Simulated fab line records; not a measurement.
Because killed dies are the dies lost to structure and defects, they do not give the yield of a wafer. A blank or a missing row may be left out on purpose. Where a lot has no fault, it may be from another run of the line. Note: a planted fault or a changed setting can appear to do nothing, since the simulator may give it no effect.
fab line records	flow sky130
record: lots: 12	wafers: 36	last_day: 50
route steps=708 shown VIA2@530 CAPM@540 METAL3@566 PAD_OPEN@708
lots untouched by any fault: they come from a run of this same line in which no faults occurred
start_h: hours from the record's opening day to when the first of the lot's shown wafers began	wait_h: hours since the lot's step before	" same as the row above	L1.1+2: a single row standing in for several wafers	- either no value or no given start	* or withheld: withheld	< > ~ a bound
route shown NAME@n: NAME is a module with steps in the file, n the number in the route of the first one	usual: mean and standard deviation over wafers with no fault	same: alike in all rows	chamber/n: place in a boat	sites: per-site readings	_std_site: standard deviation of those values	_edge_site: mean of outer sites minus mean of inner sites	radius_mm: how far each site lies from the wafer's centre	mask NAME#n: copy n	behind: the tool/chamber that last shaped the wafer	hold: cause of the lot's hold/its duration in hours/its outcome	device: transistor that didn't switch, given as n, p or np	end of line: the tests these same wafers got at the end of their route	where a step has no rows: the recipe by itself	killed: count of dies lost to structure and defects at first sort (not the wafer's yield)	map: shows each die of a wafer: x if killed, . if not, _ if none is there
set.NAME: setting as actually run; set.NAME@STEP: the setting as run at that earlier step	model.NAME: the simulator's own value behind a step, which no gauge read
a sample of lots followed through the steps of the route, with each step as a table and each wafer as a row
services: a tool's chamber out of use, with start hour (start_h, from the record's first day; less than 0 if before it), hours out, and reason
== steps ==
step: SKY_VIA2_THK_MEAS_23
recipe: thk_meas_gauge: xrf	reads: W_of_VIA2_CVD_21
usual: VIA2_W_THK: 414/6.2
lot.wafer	tool	chamber	start_h	wait_h	VIA2_W_THK[nm]
L443.1	film_metro-03	-	876.89	0.1	422
L443.2	"	-	"	"	421
L443.4	"	-	"	"	419
L447.1	film_metro-01	-	902.74	0.1	404
L447.3	"	-	"	"	410
L447.6	"	-	"	"	405
L448.4	film_metro-04	-	904.91	0.1	421
L448.5	"	-	"	"	424
L448.6	"	-	"	"	420
L450.1	film_metro-01	-	918.35	0.1	411
L450.2	"	-	"	"	409
L450.3	"	-	"	"	412
L451.3	film_metro-04	-	924.79	0.1	417
L451.5	"	-	"	"	420
L451.6	"	-	"	"	413
L453.1	film_metro-01	-	940.30	0.1	410
L453.2	"	-	"	"	416
L453.5	"	-	"	"	415
L454.3	film_metro-01	-	946.95	0.1	415
L454.4	"	-	"	"	406
L454.6	"	-	"	"	414
L457.1	film_metro-03	-	974.85	0.1	418
L457.5	"	-	"	"	420
L457.6	"	-	"	"	417
L458.1	film_metro-03	-	978.97	0.1	417
L458.4	"	-	"	"	424
L458.5	"	-	"	"	422
L460.1	film_metro-03	-	983.16	0.1	420
L460.4	"	-	"	"	419
L460.6	"	-	"	"	417
L459.1	film_metro-04	-	985.44	0.1	412
L459.4	"	-	"	"	413
L459.5	"	-	"	"	419
L464.3	film_metro-04	-	1022.67	0.1	408
L464.4	"	-	"	"	412
L464.6	"	-	"	"	410
step: SKY_CAPM_RS_MEAS_03
recipe: thk_meas_gauge: four-point-probe	reads: TiN_of_CAPM_SPUTTER_02
usual: CAPM_TIN_RS: 6.89/0.054
lot.wafer	tool	chamber	start_h	wait_h	CAPM_TIN_RS[ohm/sq]
L443.1	film_metro-02	-	877.61	0.1	6.86
L443.2	"	-	"	"	6.84
L443.4	"	-	"	"	6.89
L447.1	film_metro-02	-	903.45	0.1	6.88
L447.3	"	-	"	"	6.87
L447.6	"	-	"	"	6.89
L448.4	film_metro-04	-	905.65	0.1	6.87
L448.5	"	-	"	"	6.73
L448.6	"	-	"	"	6.86
L450.1	film_metro-03	-	919.05	0.1	6.95
L450.2	"	-	"	"	6.92
L450.3	"	-	"	"	6.94
L451.3	film_metro-02	-	925.52	0.1	6.93
L451.5	"	-	"	"	6.97
L451.6	"	-	"	"	6.95
L453.1	film_metro-03	-	941.00	0.1	6.93
L453.2	"	-	"	"	6.88
L453.5	"	-	"	"	6.92
L454.3	film_metro-04	-	947.82	0.1	6.93
L454.4	"	-	"	"	6.87
L454.6	"	-	"	"	6.86
L457.1	film_metro-04	-	975.56	0.1	6.98
L457.5	"	-	"	"	6.95
L457.6	"	-	"	"	6.93
L458.1	film_metro-04	-	979.67	0.1	6.86
L458.4	"	-	"	"	6.90
L458.5	"	-	"	"	6.88
L460.1	film_metro-02	-	983.86	0.1	6.92
L460.4	"	-	"	"	6.92
L460.6	"	-	"	"	6.94
L459.1	film_metro-04	-	986.14	0.1	6.82
L459.4	"	-	"	"	6.88
L459.5	"	-	"	"	6.87
L464.3	film_metro-03	-	1023.39	0.1	6.93
L464.4	"	-	"	"	6.93
L464.6	"	-	"	"	6.95
step: SKY_METAL3_ETCH_16
recipe: chemistry: N2/H2	target: BARC	ion_energy_ev: 200	bias_w: 100	pressure_mtorr: 30	n2_flow_sccm: 100	h2_flow_sccm: 200	icp_w: 500	stop_on: SiO2	time_s: 88.2	target_depth_a: 600
usual: bias_w: 100.0/0.3	drypump_motor_current_A: 5.6/0.43	oes_product_au: 0.626/0.0047	rf_fwd_power_W: 495.6/2.2	throttle_valve_pct: 13.203/0.0096
lot.wafer	tool	chamber	start_h	wait_h	bias_w	drypump_motor_current_A	oes_product_au	rf_fwd_power_W	rf_hours_counter_h	throttle_valve_pct
L443.1	rie_metal-01	0	928.82	0.0	99.8	5.3	0.631	496.1	11	13.196
L443.2	"	1	"	"	100.3	5.7	0.624	497.3	16	13.217
L443.4	"	1	"	"	100.1	5.7	0.627	495.6	-	13.199
L447.1	rie_metal-01	0	953.46	0.0	100.2	5.3	0.623	496.7	12	13.209
L447.3	"	0	"	"	100.0	5.3	0.623	496.4	-	13.219
L447.6	"	0	"	"	100.4	5.3	0.627	495.4	-	13.205
L448.4	rie_metal-02	1	955.44	0.1	99.9	5.2	0.616	493.8	-	13.197
L448.5	"	1	"	"	99.8	5.2	0.622	492.7	-	13.193
L448.6	"	1	"	"	100.2	5.2	0.625	494.1	-	13.191
L450.1	rie_metal-01	1	969.41	0.0	100.5	5.7	0.638	493.6	19	13.194
L450.2	"	0	"	"	100.0	5.2	0.627	498.1	13	13.223
L450.3	"	1	"	"	100.4	5.7	0.625	494.4	-	13.185
L451.3	rie_metal-02	1	975.44	0.0	100.5	5.2	0.621	493.5	-	13.191
L451.5	"	0	"	"	100.1	6.4	0.635	494.0	-	13.198
L451.6	"	1	"	"	100.0	5.2	0.618	494.6	-	13.207
L453.1	rie_metal-01	1	989.62	0.0	100.3	5.7	0.632	499.9	20	13.207
L453.2	"	0	"	"	100.5	5.3	0.624	495.0	14	13.215
L453.5	"	0	"	"	99.8	5.3	0.621	496.0	-	13.194
L454.3	rie_metal-02	0	996.09	0.0	99.6	6.4	0.623	496.2	-	13.209
L454.4	"	1	"	"	99.8	5.2	0.619	494.9	-	13.219
L454.6	"	0	"	"	99.8	6.4	0.620	495.0	-	13.207
L457.1	rie_metal-01	1	1022.56	0.0	100.0	5.7	0.628	495.1	21	13.198
L457.5	"	0	"	"	100.1	5.3	0.624	498.9	-	13.185
L457.6	"	1	"	"	99.8	5.7	0.621	495.9	-	13.206
L458.1	rie_metal-02	1	1026.97	0.0	100.6	5.2	0.631	490.6	8	13.199
L458.4	"	1	"	"	100.3	5.2	0.624	491.1	-	13.224
L458.5	"	1	"	"	100.5	5.2	0.628	492.1	-	13.224
L460.1	rie_metal-01	0	1031.61	0.0	100.2	5.3	0.625	498.3	16	13.212
L460.4	"	0	"	"	100.0	5.3	0.623	500.1	-	13.207
L460.6	"	0	"	"	100.4	5.3	0.626	499.6	-	13.202
L459.1	rie_metal-02	0	1033.26	0.0	99.4	6.4	0.624	496.6	4	13.190
L459.4	"	0	"	"	100.0	6.4	0.627	493.8	-	13.207
L459.5	"	1	"	"	99.8	5.2	0.620	492.6	-	13.199
L464.3	rie_metal-02	0	1068.35	0.0	99.9	6.4	0.621	497.2	-	13.209
L464.4	"	1	"	"	100.5	5.2	0.630	493.1	-	13.211
L464.6	"	1	"	"	100.1	5.2	0.626	492.6	-	13.202
step: SKY_METAL3_ETCH_17
recipe: target: SiO2	stop_on: TiN	chemistry: C4F8/O2/Ar	source_w: 1500	bias_w: 1200	pressure_mtorr: 40	c4f8_flow_sccm: withheld	O2_flow_sccm: 6	Ar_flow_sccm: 300	time_s: 3.9	target_depth_a: 150
usual: bias_w: 1200/3.6	oes_product_au: 0.754/0.0068	rf_fwd_power_W: 1472/7.9
lot.wafer	tool	chamber	start_h	wait_h	bias_w	oes_product_au	rf_fwd_power_W
L443.1	rie_diel-02	3	928.92	0.1	1198	0.752	1479
L443.2	"	2	"	"	1198	0.757	1471
L443.4	"	1	"	"	1198	0.766	1474
L447.1	rie_diel-01	1	953.56	0.1	1195	0.756	1484
L447.3	"	3	"	"	1200	0.757	1456
L447.6	"	2	"	"	1199	0.768	1482
L448.4	rie_diel-03	2	955.54	0.1	1202	0.753	1466
L448.5	"	3	"	"	1202	0.753	1473
L448.6	"	2	"	"	1200	0.750	1463
L450.1	rie_diel-02	1	969.51	0.1	1201	0.754	1477
L450.2	"	2	"	"	1199	0.755	1460
L450.3	"	3	"	"	1203	0.755	1476
L451.3	rie_diel-03	2	975.51	0.0	1205	0.746	1465
L451.5	"	2	"	"	1200	0.767	1458
L451.6	"	3	"	"	1205	0.759	1471
L453.1	rie_diel-02	2	989.72	0.1	1200	0.751	1479
L453.2	"	1	"	"	1189	0.748	1474
L453.5	"	1	"	"	1194	0.760	1473
L454.3	rie_diel-03	3	996.16	0.0	1201	0.758	1466
L454.4	"	0	"	"	1196	0.753	1463
L454.6	"	3	"	"	1202	0.757	1471
L457.1	rie_diel-03	3	1022.66	0.1	1030	0.745	1467
L457.5	"	2	"	"	1033	0.759	1468
L457.6	"	3	"	"	1030	0.745	1473
L458.1	rie_diel-03	2	1027.07	0.1	1031	0.755	1468
L458.4	"	3	"	"	1030	0.750	1467
L458.5	"	2	"	"	1029	0.757	1464
L460.1	rie_diel-03	3	1031.71	0.1	1034	0.759	1464
L460.4	"	0	"	"	1037	0.761	1461
L460.6	"	3	"	"	1036	0.758	1458
L459.1	rie_diel-01	1	1033.36	0.1	1198	0.743	1486
L459.4	"	3	"	"	1198	0.758	1464
L459.5	"	2	"	"	1202	0.751	1486
L464.3	rie_diel-02	1	1068.41	0.0	1202	0.749	1469
L464.4	"	2	"	"	1202	0.760	1479
L464.6	"	1	"	"	1204	0.750	1471
step: SKY_PAD_OPEN_PROBE_99
usual: defect_limited_yield: 82.5/2	killed_at_M0_to_M3: 44/7	killed_at_M4_up: 3.4/1.7	killed_at_contacts: 24/4.9	killed_at_front_end: 15/4.5	killed_at_other: 0.4/0.61	killed_dies: 86/9.7	killed_open: 47/7.1	killed_short: 39/6.1	sort_bin_3_pad_short: 0.9/0.42	sort_bin_5_function: 10.4/1.4	sort_bin_6_memory: 6.2/1.2	sort_n_pass: 406/9.7	sort_yield_pct: 82.5/2
same: gross_dies: 492	killed_at_back_side: 0	sort_bin_4_leakage[%]: 0	sort_bin_8_speed[%]: 0
lot.wafer	tool	chamber	start_h	wait_h	defect_limited_yield[%]	killed_at_M0_to_M3	killed_at_M4_up	killed_at_contacts	killed_at_front_end	killed_at_other	killed_dies	killed_open	killed_short	sort_bin_3_pad_short[%]	sort_bin_5_function[%]	sort_bin_6_memory[%]	sort_n_pass	sort_yield_pct[%]
L443.1	prober-01	-	1096.28	0.1	83.5	42	3	17	19	0	81	38	43	0.8	10.2	5.5	411	83.5
L443.2	prober-01	-	1096.33	0.1	77.6	63	3	21	23	0	110	53	57	1.4	13.6	7.3	382	77.6
L443.4	prober-01	-	1096.43	0.2	81.7	48	3	20	19	0	90	49	40	1.0	12.0	5.3	402	81.7
L447.1	prober-02	-	1119.20	0.1	84.8	34	2	26	11	2	75	45	30	1.2	10.2	3.9	417	84.8
L447.3	prober-02	-	1119.30	0.2	82.5	41	0	28	15	2	86	49	36	1.8	8.7	6.9	406	82.5
L447.6	prober-02	-	1119.45	0.2	83.7	44	0	24	12	0	80	36	43	0.8	10.0	5.5	412	83.7
L448.4	prober-01	-	1120.71	0.2	81.5	48	6	26	11	0	91	54	37	1.2	11.2	6.1	401	81.5
L448.5	prober-01	-	1120.76	0.2	85.2	41	4	16	12	0	73	34	39	1.0	8.9	4.9	419	85.2
L448.6	prober-01	-	1120.81	0.2	82.5	47	2	21	15	1	86	47	39	1.0	12.0	4.5	406	82.5
L451.3	prober-02	-	1136.25	0.2	82.5	42	6	20	17	1	86	44	41	1.2	9.8	6.5	406	82.5
L451.5	prober-02	-	1136.35	0.2	81.9	47	4	20	17	1	89	55	34	0.4	11.6	6.1	403	81.9
L451.6	prober-02	-	1136.40	0.2	81.5	49	0	26	16	0	91	44	47	1.2	8.5	8.7	401	81.5
L453.1	prober-02	-	1147.21	0.1	81.3	45	3	24	20	0	92	49	43	1.0	10.8	6.9	400	81.3
L453.2	prober-02	-	1147.26	0.1	85.0	36	4	18	16	0	74	42	32	0.2	9.8	5.1	418	85.0
L453.5	prober-02	-	1147.41	0.2	81.5	44	4	29	14	0	91	50	41	1.8	11.2	5.5	401	81.5
L454.3	prober-01	-	1153.53	0.2	83.5	38	2	25	16	0	81	42	39	0.2	11.8	4.5	411	83.5
L454.4	prober-01	-	1153.58	0.2	81.9	45	3	22	19	0	89	47	42	0.4	9.1	8.5	403	81.9
L454.6	prober-01	-	1153.68	0.2	83.1	44	6	29	4	0	83	50	33	0.4	9.8	6.7	409	83.1
L457.1	prober-02	-	1174.85	0.1	83.9	29	4	29	16	1	79	42	36	1.0	10.4	4.7	413	83.9
L457.5	prober-02	-	1175.05	0.2	80.1	43	5	31	19	0	98	61	37	0.6	11.4	7.9	394	80.1
L457.6	prober-02	-	1175.10	0.2	87.4	33	5	12	10	2	62	28	33	0.6	7.5	4.5	430	87.4
L458.1	prober-01	-	1177.54	0.1	84.1	36	3	22	17	0	78	38	40	0.8	9.8	5.3	414	84.1
L458.4	prober-01	-	1177.69	0.2	85.0	40	2	22	8	2	74	44	30	1.0	8.3	5.7	418	85.0
L458.5	prober-01	-	1177.74	0.2	80.3	53	5	23	16	0	97	47	49	1.2	11.4	7.1	395	80.3
L464.3	prober-01	-	1207.79	0.2	84.6	41	2	19	14	0	76	40	36	1.2	10.4	3.9	416	84.6
L464.4	prober-01	-	1207.84	0.2	83.1	48	3	14	18	0	83	36	47	1.2	9.8	5.9	409	83.1
L464.6	prober-01	-	1207.94	0.2	83.7	37	2	24	17	0	80	43	35	1.2	11.2	3.9	412	83.7
killed by level:class
L443.1 VIA1:geometric_particle:open=9 CONTACT:geometric_particle:open=7 METAL2:geometric_particle:short=6 VIA3:geometric_particle:open=6 CONTACT:geometric_particle:short=5 VIA1:geometric_particle:short=5 FIELD_ISO:geometric_particle:short=4 POLY_GATE:geometric_particle:short=4
L443.2 VIA1:geometric_particle:open=13 METAL2:geometric_particle:short=10 VIA2:geometric_particle:open=9 FIELD_ISO:geometric_particle:short=8 CONTACT:geometric_particle:open=8 FIELD_ISO:geometric_particle:open=7 METAL3:geometric_particle:short=6 METAL1:geometric_particle:short=6
L443.4 VIA1:geometric_particle:open=9 METAL2:geometric_particle:short=9 CONTACT:geometric_particle:open=9 VIA2:geometric_particle:open=8 VIA3:geometric_particle:open=8 FIELD_ISO:geometric_particle:short=7 POLY_GATE:geometric_particle:short=4 LI_CONTACT:geometric_particle:open=4
L447.1 CONTACT:geometric_particle:open=12 CONTACT:geometric_particle:short=6 VIA1:geometric_particle:open=6 VIA2:geometric_particle:open=6 FIELD_ISO:geometric_particle:open=5 VIA1:geometric_particle:short=4 LI_CONTACT:geometric_particle:open=4 METAL1:geometric_particle:short=4
L447.3 CONTACT:geometric_particle:open=9 VIA1:geometric_particle:open=9 VIA3:geometric_particle:open=8 LI_CONTACT:geometric_particle:open=7 METAL1:geometric_particle:short=6 CONTACT:geometric_particle:short=6 VIA1:geometric_particle:short=5 VIA2:geometric_particle:open=4
L447.6 CONTACT:geometric_particle:short=11 VIA1:geometric_particle:open=10 VIA1:geometric_particle:short=8 CONTACT:geometric_particle:open=7 METAL2:geometric_particle:short=6 VIA2:geometric_particle:open=5 VIA3:geometric_particle:open=5 FIELD_ISO:geometric_particle:open=3
L448.4 VIA1:geometric_particle:open=14 CONTACT:geometric_particle:open=13 VIA3:geometric_particle:open=10 CONTACT:geometric_particle:short=9 VIA2:geometric_particle:open=6 METAL2:geometric_particle:short=5 METAL1:geometric_particle:short=4 VIA1:geometric_particle:short=4
L448.5 CONTACT:geometric_particle:short=8 VIA1:geometric_particle:open=8 VIA1:geometric_particle:short=6 VIA2:geometric_particle:open=6 VIA3:geometric_particle:open=5 POLY_GATE:geometric_particle:short=4 METAL2:geometric_particle:short=4 METAL3:geometric_particle:short=4
L448.6 VIA1:geometric_particle:open=13 CONTACT:geometric_particle:open=7 CONTACT:geometric_particle:short=7 VIA1:geometric_particle:short=7 FIELD_ISO:geometric_particle:open=6 VIA2:geometric_particle:open=6 VIA3:geometric_particle:open=5 FIELD_ISO:geometric_particle:short=4
L451.3 VIA1:geometric_particle:open=10 VIA3:geometric_particle:open=7 LI_CONTACT:geometric_particle:open=6 METAL1:geometric_particle:short=6 FIELD_ISO:geometric_particle:short=5 CONTACT:geometric_particle:open=5 FIELD_ISO:geometric_particle:open=4 METAL2:geometric_particle:short=4
L451.5 CONTACT:geometric_particle:open=11 VIA3:geometric_particle:open=10 FIELD_ISO:geometric_particle:open=8 VIA2:geometric_particle:open=8 VIA1:geometric_particle:open=7 METAL1:geometric_particle:short=5 VIA3:geometric_particle:short=4 CONTACT:geometric_particle:short=3
L451.6 VIA1:geometric_particle:open=10 METAL1:geometric_particle:short=7 VIA2:geometric_particle:open=6 LI_CONTACT:geometric_particle:open=6 VIA2:geometric_particle:short=6 LI_CONTACT:geometric_particle:short=5 CONTACT:geometric_particle:open=5 CONTACT:geometric_particle:short=5
L453.1 VIA1:geometric_particle:open=10 FIELD_ISO:geometric_particle:short=9 VIA2:geometric_particle:open=9 VIA3:geometric_particle:open=8 CONTACT:geometric_particle:short=7 FIELD_ISO:geometric_particle:open=6 LI_CONTACT:geometric_particle:open=5 LOCAL_INTERCONNECT:geometric_particle:short=5
L453.2 VIA1:geometric_particle:open=12 VIA3:geometric_particle:open=6 VIA2:geometric_particle:open=6 CONTACT:geometric_particle:short=5 POLY_GATE:geometric_particle:open=4 POLY_GATE:geometric_particle:short=4 METAL2:geometric_particle:short=4 FIELD_ISO:geometric_particle:open=3
L453.5 CONTACT:geometric_particle:open=11 VIA1:geometric_particle:open=10 VIA3:geometric_particle:open=7 LOCAL_INTERCONNECT:geometric_particle:short=6 FIELD_ISO:geometric_particle:open=5 VIA2:geometric_particle:open=5 CONTACT:geometric_particle:short=5 METAL2:geometric_particle:short=5
L454.3 VIA2:geometric_particle:open=8 LOCAL_INTERCONNECT:geometric_particle:short=7 VIA1:geometric_particle:open=6 POLY_GATE:geometric_particle:open=5 CONTACT:geometric_particle:short=5 CONTACT:geometric_particle:open=5 METAL1:geometric_particle:short=5 SPACER:geometric_particle:open=4
L454.4 VIA2:geometric_particle:open=9 FIELD_ISO:geometric_particle:open=7 VIA1:geometric_particle:open=7 LOCAL_INTERCONNECT:geometric_particle:short=6 CONTACT:geometric_particle:open=6 VIA3:geometric_particle:open=6 METAL1:geometric_particle:short=5 METAL3:geometric_particle:short=5
L454.6 VIA1:geometric_particle:open=13 CONTACT:geometric_particle:open=12 VIA2:geometric_particle:open=10 CONTACT:geometric_particle:short=7 VIA3:geometric_particle:open=7 METAL4:geometric_particle:short=6 LI_CONTACT:geometric_particle:open=4 LOCAL_INTERCONNECT:geometric_particle:short=4
L457.1 LI_CONTACT:geometric_particle:open=11 LOCAL_INTERCONNECT:geometric_particle:short=7 VIA3:geometric_particle:open=7 POLY_GATE:geometric_particle:open=6 CONTACT:geometric_particle:short=6 FIELD_ISO:geometric_particle:short=4 METAL2:geometric_particle:short=4 VIA2:geometric_particle:open=4
L457.5 LI_CONTACT:geometric_particle:open=12 CONTACT:geometric_particle:open=12 VIA1:geometric_particle:open=9 VIA3:geometric_particle:open=9 POLY_GATE:geometric_particle:open=7 VIA1:geometric_particle:short=6 METAL3:geometric_particle:short=5 FIELD_ISO:geometric_particle:open=3
L457.6 VIA1:geometric_particle:open=7 CONTACT:geometric_particle:short=6 VIA1:geometric_particle:short=6 VIA2:geometric_particle:open=5 FIELD_ISO:geometric_particle:short=4 POLY_GATE:geometric_particle:short=3 LI_CONTACT:geometric_particle:open=3 CONTACT:geometric_particle:open=3
L458.1 VIA1:geometric_particle:open=7 POLY_GATE:geometric_particle:open=6 LI_CONTACT:geometric_particle:open=6 METAL1:geometric_particle:short=6 LOCAL_INTERCONNECT:geometric_particle:short=5 VIA1:geometric_particle:short=5 METAL2:geometric_particle:short=4 VIA3:geometric_particle:open=4
L458.4 VIA1:geometric_particle:open=12 LI_CONTACT:geometric_particle:open=9 VIA3:geometric_particle:open=9 LOCAL_INTERCONNECT:geometric_particle:short=4 CONTACT:geometric_particle:open=4 VIA3:geometric_particle:short=4 FIELD_ISO:geometric_particle:open=3 LI_CONTACT:geometric_particle:short=3
L458.5 VIA1:geometric_particle:open=11 VIA2:geometric_particle:open=9 METAL2:geometric_particle:short=8 CONTACT:geometric_particle:open=7 METAL1:geometric_particle:short=7 LOCAL_INTERCONNECT:geometric_particle:short=6 POLY_GATE:geometric_particle:open=5 VIA3:geometric_particle:open=5
L464.3 VIA1:geometric_particle:open=13 METAL2:geometric_particle:short=7 CONTACT:geometric_particle:open=6 POLY_GATE:geometric_particle:short=5 LI_CONTACT:geometric_particle:open=5 VIA2:geometric_particle:open=5 FIELD_ISO:geometric_particle:short=4 LOCAL_INTERCONNECT:geometric_particle:short=4
L464.4 VIA1:geometric_particle:open=10 POLY_GATE:geometric_particle:short=9 VIA1:geometric_particle:short=9 VIA3:geometric_particle:open=7 VIA2:geometric_particle:short=6 POLY_GATE:geometric_particle:open=5 LI_CONTACT:geometric_particle:open=5 METAL2:geometric_particle:short=5
L464.6 VIA1:geometric_particle:open=10 LI_CONTACT:geometric_particle:open=7 CONTACT:geometric_particle:open=7 METAL1:geometric_particle:short=6 VIA3:geometric_particle:open=5 LI_CONTACT:geometric_particle:short=4 VIA1:geometric_particle:short=4 VIA3:geometric_particle:short=4
== services ==
tool	chamber	start_h	hours	kind
rie_diel-01	3	918.33	4.6	repair
rie_metal-02	0	935.27	-	clean
rie_metal-02	0	935.27	32.8	scheduled_down
rie_metal-02	0	935.27	32.8	vent_cycle
rie_diel-01	2	940.84	7.3	repair
rie_diel-01	1	969.33	19.9	repair
rie_diel-02	3	974.01	12.0	repair
rie_metal-02	-	1000.08	1.2	repair
rie_diel-03	3	1003.14	3.2	repair
rie_diel-02	0	1018.51	-	clean
rie_diel-02	0	1018.51	14.2	scheduled_down
rie_diel-02	0	1018.51	14.2	vent_cycle
rie_diel-03	1	1024.11	-	clean
rie_diel-03	1	1024.11	16.4	scheduled_down
rie_diel-03	1	1024.11	16.4	vent_cycle
rie_diel-01	-	1028.10	4.2	repair
rie_diel-01	1	1053.00	20.2	repair
rie_diel-01	-	1056.77	2.8	pm
rie_diel-03	0	1063.06	-	clean
rie_diel-03	0	1063.06	22.5	scheduled_down
rie_diel-03	0	1063.06	22.5	vent_cycle
== key ==
first_sign: step: SKY_METAL3_ETCH_17	reading: bias_w	direction: down	sigmas: 47	usual: 1200	struck: 1032
effect none on later readings
met_at SKY_METAL3_ETCH_17
struck_lots L457,L458,L460
not_acting_at SKY_VIA2_THK_MEAS_23,SKY_CAPM_RS_MEAS_03,SKY_METAL3_ETCH_16
onset_between 996.16 1022.66
fault: kind: process_parameter_drift	tool: rie_diel-03	chamber: -	onset_h: 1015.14	steps: SKY_METAL3_ETCH_17	channel: bias_w	offset: -167.94	shape: step	end_h: 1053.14	acts_in: these_recipes_only	stated: 1200
